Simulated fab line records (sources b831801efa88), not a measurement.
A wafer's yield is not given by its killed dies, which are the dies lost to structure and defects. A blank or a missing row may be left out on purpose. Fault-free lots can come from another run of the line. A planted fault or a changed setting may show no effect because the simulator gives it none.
The tool behind it: which one? / flow gf180mcu / Sampling: 14 lots, 39 wafers, 4 of 602 route steps

## WHAT EACH GAUGE READ, for each wafer
GF_V3_THK_MEAS_25: measures by xrf. Usual: for V3_W_THK the level is 347 nm and the standard deviation is 5.4.
lot=L167; measured=day 22 03:35; on=film-metro-04; V3_W_THK (nm)=351 350 350; flag=
lot=L168; measured=day 22 12:20; on=film-metro-01; V3_W_THK (nm)=346 357 350; flag=
lot=L171; measured=day 23 11:45; on=film-metro-04; V3_W_THK (nm)=341 347; flag=
lot=L172; measured=day 23 23:04; on=film-metro-01; V3_W_THK (nm)=357 360 350; flag=
lot=L174; measured=day 25 08:37; on=film-metro-02; V3_W_THK (nm)=343 345 348; flag=
lot=L175; measured=day 25 09:55; on=film-metro-02; V3_W_THK (nm)=344 348 347; flag=
lot=L177; measured=day 26 17:47; on=film-metro-04; V3_W_THK (nm)=337 337 340; flag=
lot=L181; measured=day 27 16:22; on=film-metro-02; V3_W_THK (nm)=348 350 347; flag=
lot=L182; measured=day 27 20:30; on=film-metro-02; V3_W_THK (nm)=345 346 346; flag=
lot=L185; measured=day 28 15:01; on=film-metro-02; V3_W_THK (nm)=339 341; flag=
lot=L186; measured=day 28 16:49; on=film-metro-02; V3_W_THK (nm)=347 345 344; flag=
lot=L187; measured=day 28 20:35; on=film-metro-04; V3_W_THK (nm)=340 337 339; flag=
lot=L189; measured=day 29 09:58; on=film-metro-04; V3_W_THK (nm)=345 346; flag=
lot=L190; measured=day 29 16:46; on=film-metro-01; V3_W_THK (nm)=354 351 346; flag=

GF_V4_THK_MEAS_01. Usual: for V4_CVD_00_THK the level is 597 nm and the standard deviation is 5.9.
lot=L167; measured=day 23 04:32; on=film-metro-03; V4_CVD_00_THK (nm)=601 593 617; flag=
lot=L168; measured=day 23 13:01; on=film-metro-03; V4_CVD_00_THK (nm)=593 603 599; flag=
lot=L171; measured=day 24 10:29; on=film-metro-03; V4_CVD_00_THK (nm)=592 587; flag=
lot=L172; measured=day 24 22:01; on=film-metro-01; V4_CVD_00_THK (nm)=594 606 614; flag=
lot=L174; measured=day 26 06:27; on=film-metro-01; V4_CVD_00_THK (nm)=595 599 598; flag=
lot=L175; measured=day 26 08:27; on=film-metro-04; V4_CVD_00_THK (nm)=598 595 596; flag=
lot=L177; measured=day 27 15:43; on=film-metro-04; V4_CVD_00_THK (nm)=592 586 600; flag=
lot=L181; measured=day 28 13:12; on=film-metro-03; V4_CVD_00_THK (nm)=594 597 591; flag=
lot=L182; measured=day 28 17:25; on=film-metro-04; V4_CVD_00_THK (nm)=600 598 603; flag=
lot=L185; measured=day 29 11:43; on=film-metro-01; V4_CVD_00_THK (nm)=598 597; flag=
lot=L186; measured=day 29 12:51; on=film-metro-01; V4_CVD_00_THK (nm)=597 594 596; flag=
lot=L187; measured=day 29 16:49; on=film-metro-03; V4_CVD_00_THK (nm)=592 597 599; flag=
lot=L189; measured=day 30 05:31; on=film-metro-03; V4_CVD_00_THK (nm)=593 591; flag=
lot=L190; measured=day 30 12:06; on=film-metro-04; V4_CVD_00_THK (nm)=598 595 600; flag=

## EACH LOT AND THE TOOL THAT RAN IT (in order: tool; ch and the chambers of the sampled wafers; start)
lot=L167; GF_V3_CVD_23=cvd-w-02 ch 0,1, day 22 03:22; GF_M4_STRIP_17=plasma-asher-01 ch 0,1, day 23 03:56
lot=L168; GF_V3_CVD_23=cvd-w-01 ch 0,1, day 22 12:07; GF_M4_STRIP_17=plasma-asher-04 ch 0,1, day 23 12:24
lot=L171; GF_V3_CVD_23=cvd-w-01 ch 0,1, day 23 11:33; GF_M4_STRIP_17=plasma-asher-01 ch 0,1, day 24 09:53
lot=L172; GF_V3_CVD_23=cvd-w-01 ch 0,1, day 23 22:50; GF_M4_STRIP_17=plasma-asher-02 ch 0,1, day 24 21:24
lot=L174; GF_V3_CVD_23=cvd-w-01 ch 0,1, day 25 08:23; GF_M4_STRIP_17=plasma-asher-04 ch 0,1, day 26 05:51
lot=L175; GF_V3_CVD_23=cvd-w-02 ch 0,1, day 25 09:41; GF_M4_STRIP_17=plasma-asher-04 ch 0, day 26 07:50
lot=L177; GF_V3_CVD_23=cvd-w-01 ch 1, day 26 17:32; GF_M4_STRIP_17=plasma-asher-04 ch 0,1, day 27 15:06
lot=L181; GF_V3_CVD_23=cvd-w-01 ch 1, day 27 16:08; GF_M4_STRIP_17=plasma-asher-02 ch 0,1, day 28 12:35
lot=L182; GF_V3_CVD_23=cvd-w-02 ch 0,1, day 27 20:16; GF_M4_STRIP_17=plasma-asher-04 ch 0,1, day 28 16:49
lot=L185; GF_V3_CVD_23=cvd-w-02 ch 0, day 28 14:47; GF_M4_STRIP_17=plasma-asher-02 ch 0, day 29 11:05
lot=L186; GF_V3_CVD_23=cvd-w-02 ch 0,1, day 28 16:35; GF_M4_STRIP_17=plasma-asher-04 ch 0,1, day 29 12:14
lot=L187; GF_V3_CVD_23=cvd-w-02 ch 0,1, day 28 20:20; GF_M4_STRIP_17=plasma-asher-04 ch 0,1, day 29 16:12
lot=L189; GF_V3_CVD_23=cvd-w-01 ch 0,1, day 29 09:43; GF_M4_STRIP_17=plasma-asher-01 ch 0, day 30 04:53
lot=L190; GF_V3_CVD_23=cvd-w-02 ch 0,1, day 29 16:33; GF_M4_STRIP_17=plasma-asher-02 ch 0,1, day 30 11:28
- GF_V3_CVD_23: deposits W, target thk 350 nm, time 104.9 s.
- GF_M4_STRIP_17: strips in O2/N2.

## WHAT THE TOOLS THEMSELVES READ (means of the sampled wafers that have a number; where no wafer has one, the mark that the record gives instead)
GF_V3_CVD_23. Usual: 934 W for heater-power-w, sd 35.
lot=L167; tool=cvd-w-02; heater-power-w (W)=952; flag=
lot=L168; tool=cvd-w-01; heater-power-w (W)=896; flag=
lot=L171; tool=cvd-w-01; heater-power-w (W)=910; flag=
lot=L172; tool=cvd-w-01; heater-power-w (W)=910; flag=
lot=L174; tool=cvd-w-01; heater-power-w (W)=906; flag=
lot=L175; tool=cvd-w-02; heater-power-w (W)=958; flag=
lot=L177; tool=cvd-w-01; heater-power-w (W)=879; flag=
lot=L181; tool=cvd-w-01; heater-power-w (W)=885; flag=
lot=L182; tool=cvd-w-02; heater-power-w (W)=958; flag=
lot=L185; tool=cvd-w-02; heater-power-w (W)=972; flag=
lot=L186; tool=cvd-w-02; heater-power-w (W)=957; flag=
lot=L187; tool=cvd-w-02; heater-power-w (W)=968; flag=
lot=L189; tool=cvd-w-01; heater-power-w (W)=913; flag=
lot=L190; tool=cvd-w-02; heater-power-w (W)=959; flag=

GF_M4_STRIP_17. Usual: chamber-pressure-mTorr 1499.9 mTorr, standard deviation 1.2; drypump-motor-current-A 5.46 A, standard deviation 0.24; heater-power-w 348 W, standard deviation 52; o2-flow-sccm 3000 sccm, standard deviation 9.8; oes-product-au 0.538 a.u., standard deviation 0.0052; strip-time-to-endpoint-s 7.39 s, standard deviation 0.072.
lot=L167; tool=plasma-asher-01; chamber-pressure-mTorr (mTorr)=1500.0; drypump-motor-current-A (A)=5.63; heater-power-w (W)=356; o2-flow-sccm (sccm)=3003; oes-product-au (a.u.)=0.545; strip-time-to-endpoint-s (s)=7.47; flag=
lot=L168; tool=plasma-asher-04; chamber-pressure-mTorr (mTorr)=1499.7; drypump-motor-current-A (A)=5.43; heater-power-w (W)=361; o2-flow-sccm (sccm)=3006; oes-product-au (a.u.)=0.539; strip-time-to-endpoint-s (s)=7.41; flag=
lot=L171; tool=plasma-asher-01; chamber-pressure-mTorr (mTorr)=1500.4; drypump-motor-current-A (A)=5.59; heater-power-w (W)=348; o2-flow-sccm (sccm)=2992; oes-product-au (a.u.)=0.537; strip-time-to-endpoint-s (s)=7.35; flag=
lot=L172; tool=plasma-asher-02; chamber-pressure-mTorr (mTorr)=1498.9; drypump-motor-current-A (A)=5.37; heater-power-w (W)=358; o2-flow-sccm (sccm)=2998; oes-product-au (a.u.)=0.535; strip-time-to-endpoint-s (s)=7.39; flag=
lot=L174; tool=plasma-asher-04; chamber-pressure-mTorr (mTorr)=-; drypump-motor-current-A (A)=-; heater-power-w (W)=-; o2-flow-sccm (sccm)=-; oes-product-au (a.u.)=-; strip-time-to-endpoint-s (s)=-; flag=OFF
lot=L175; tool=plasma-asher-04; chamber-pressure-mTorr (mTorr)=-; drypump-motor-current-A (A)=-; heater-power-w (W)=-; o2-flow-sccm (sccm)=-; oes-product-au (a.u.)=-; strip-time-to-endpoint-s (s)=-; flag=OFF
lot=L177; tool=plasma-asher-04; chamber-pressure-mTorr (mTorr)=1500.0; drypump-motor-current-A (A)=5.23; heater-power-w (W)=322; o2-flow-sccm (sccm)=2997; oes-product-au (a.u.)=0.538; strip-time-to-endpoint-s (s)=7.37; flag=
lot=L181; tool=plasma-asher-02; chamber-pressure-mTorr (mTorr)=1500.3; drypump-motor-current-A (A)=5.54; heater-power-w (W)=376; o2-flow-sccm (sccm)=3002; oes-product-au (a.u.)=0.542; strip-time-to-endpoint-s (s)=7.37; flag=
lot=L182; tool=plasma-asher-04; chamber-pressure-mTorr (mTorr)=1500.8; drypump-motor-current-A (A)=5.24; heater-power-w (W)=323; o2-flow-sccm (sccm)=3005; oes-product-au (a.u.)=0.542; strip-time-to-endpoint-s (s)=7.47; flag=
lot=L185; tool=plasma-asher-02; chamber-pressure-mTorr (mTorr)=1500.3; drypump-motor-current-A (A)=5.69; heater-power-w (W)=402; o2-flow-sccm (sccm)=2988; oes-product-au (a.u.)=0.542; strip-time-to-endpoint-s (s)=7.49; flag=
lot=L186; tool=plasma-asher-04; chamber-pressure-mTorr (mTorr)=1499.6; drypump-motor-current-A (A)=5.43; heater-power-w (W)=359; o2-flow-sccm (sccm)=3003; oes-product-au (a.u.)=0.534; strip-time-to-endpoint-s (s)=7.32; flag=
lot=L187; tool=plasma-asher-04; chamber-pressure-mTorr (mTorr)=1499.8; drypump-motor-current-A (A)=5.42; heater-power-w (W)=360; o2-flow-sccm (sccm)=2999; oes-product-au (a.u.)=0.537; strip-time-to-endpoint-s (s)=7.38; flag=
lot=L189; tool=plasma-asher-01; chamber-pressure-mTorr (mTorr)=1500.4; drypump-motor-current-A (A)=5.68; heater-power-w (W)=402; o2-flow-sccm (sccm)=2992; oes-product-au (a.u.)=0.538; strip-time-to-endpoint-s (s)=7.48; flag=
lot=L190; tool=plasma-asher-02; chamber-pressure-mTorr (mTorr)=1499.8; drypump-motor-current-A (A)=5.52; heater-power-w (W)=380; o2-flow-sccm (sccm)=2995; oes-product-au (a.u.)=0.536; strip-time-to-endpoint-s (s)=7.39; flag=

## THE ANSWER, worked out from the rows above alone
Rule: a lot is off if the mean of its wafers that have a number lies more than 3 standard deviations from the usual mean. A lot without any number at a reading at which 4 lots or more have one is off too. Where the step has rows for the other lots, those lots are counted as sound. After the gauges, taken in route order, come the tools' own readings; for these a lot's mean is taken, as printed above. The first step at which some lot is off is used, and at that step the reading that is off furthest; a lot without a number counts as furthest.
Off, at GF_M4_STRIP_17 on chamber-pressure-mTorr: L174, L175. Without a number there: L174, L175.
If a tool, at that step or one of the process steps before it, ran each lot that is off and ran no sound lot following the first of them, it fits. Not one of the candidates tried fits.

## WHAT WAS PUT IN BY THE SIMULATOR
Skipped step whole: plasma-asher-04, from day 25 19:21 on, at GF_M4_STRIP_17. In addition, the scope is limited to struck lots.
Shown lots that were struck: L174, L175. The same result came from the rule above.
